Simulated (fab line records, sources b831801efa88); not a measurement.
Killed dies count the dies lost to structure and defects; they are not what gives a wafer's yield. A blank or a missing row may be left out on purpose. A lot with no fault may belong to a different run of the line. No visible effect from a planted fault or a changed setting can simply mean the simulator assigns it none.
Code-filled problem report in 8D (eight disciplines) form :: flow gf180mcu :: the parts of the form that need people (team, actions taken, sign-off) are left out

== 1. THE PROBLEM ==
Wafers without a fault read 7.501e+12, standard deviation 7.6e+09; dose-ions-cm2 at GF_HV_LDD_IMPLANT_34 reads a mean of 6.677e+12 on 6 wafers belonging to 2 lots. So: -99 or more standard deviations from the usual mean.
Seen first at day 16 05:49 on implanter-03, wafer L424.1. At this step, 42 wafers from 14 lots have a number in the record. Rule for "out", or "out of limits": more than 4 standard deviations from the usual mean. The other wafers with a number count as sound.

== 2. WHAT IT IS, WHAT IT ISN'T ==
question: which readings at this step
is: dose-ions-cm2, faraday-current-uA
is not: -

question: which lots
is: L424, L429
is not: L410, L412, L413, L414, L415, L416, L418, L419, L421, L430, L431, L432

question: which wafers of those lots
is: all that have a number
is not: -

question: read on which tools
is: implanter-03
is not: implanter-01, implanter-02

question: when
is: from day 16 05:49
is not: up to then (27 sound wafers); but 9 sound wafers of L430, L431, L432 came after

== 3. THE SUSPECTS, EACH WITH WHAT RULES IT OUT ==
Counting: any tool at a process step up to the reading is kept as a suspect provided that every lot that is out went through it and no sound lot did after the first of them.
- implanter-03 at GF_HV_LDD_IMPLANT_34: kept. It ran every lot that is out, first L424 (day 16 05:49), and no sound lot after that; its last sound lot up to then is L421 (day 15 02:54). Its own dose-ions-cm2, faraday-current-uA readings are out on those wafers.
The count leaves implanter-03 at GF_HV_LDD_IMPLANT_34.

== 4. THE CAUSE (what the simulator had put in) ==
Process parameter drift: implanter-03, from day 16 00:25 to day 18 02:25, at GF_HV_LDD_IMPLANT_34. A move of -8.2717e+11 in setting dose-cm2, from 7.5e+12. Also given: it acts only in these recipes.
Only this tool survived the counting.

== 5. THE CHAIN OF EFFECTS, in route order ==
Rows list readings where the struck wafers' mean (over those with a number) sits beyond 3 standard deviations from the usual. Scope: only readings with a usual standard deviation given in the record; hours: median across lots of the time from each lot's start at the first step in this table that gives one to its start at this step; sigmas: change in usual standard deviations.
hours: 0
step: GF_HV_LDD_IMPLANT_34
reading: dose-ions-cm2
usual: 7.501e+12
on struck wafers: 6.677e+12
change: -8.238e+11
sigmas: -99 or more

hours: 0
step: GF_HV_LDD_IMPLANT_34
reading: faraday-current-uA
usual: 42.3
on struck wafers: 37.3
change: -5.0
sigmas: -6.3
The process steps in it:
- GF_HV_LDD_IMPLANT_34
Later measuring or inspecting steps at which every struck wafer that the step has a row for has a number for every such reading, and none has moved that far: GF_HV_LDD_TW_MEAS_38.

== 6. WHAT WOULD HAVE CAUGHT IT SOONER ==
In this record no reading fell out of limits until day 16 05:49, 5 hours after the fault had begun at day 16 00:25.
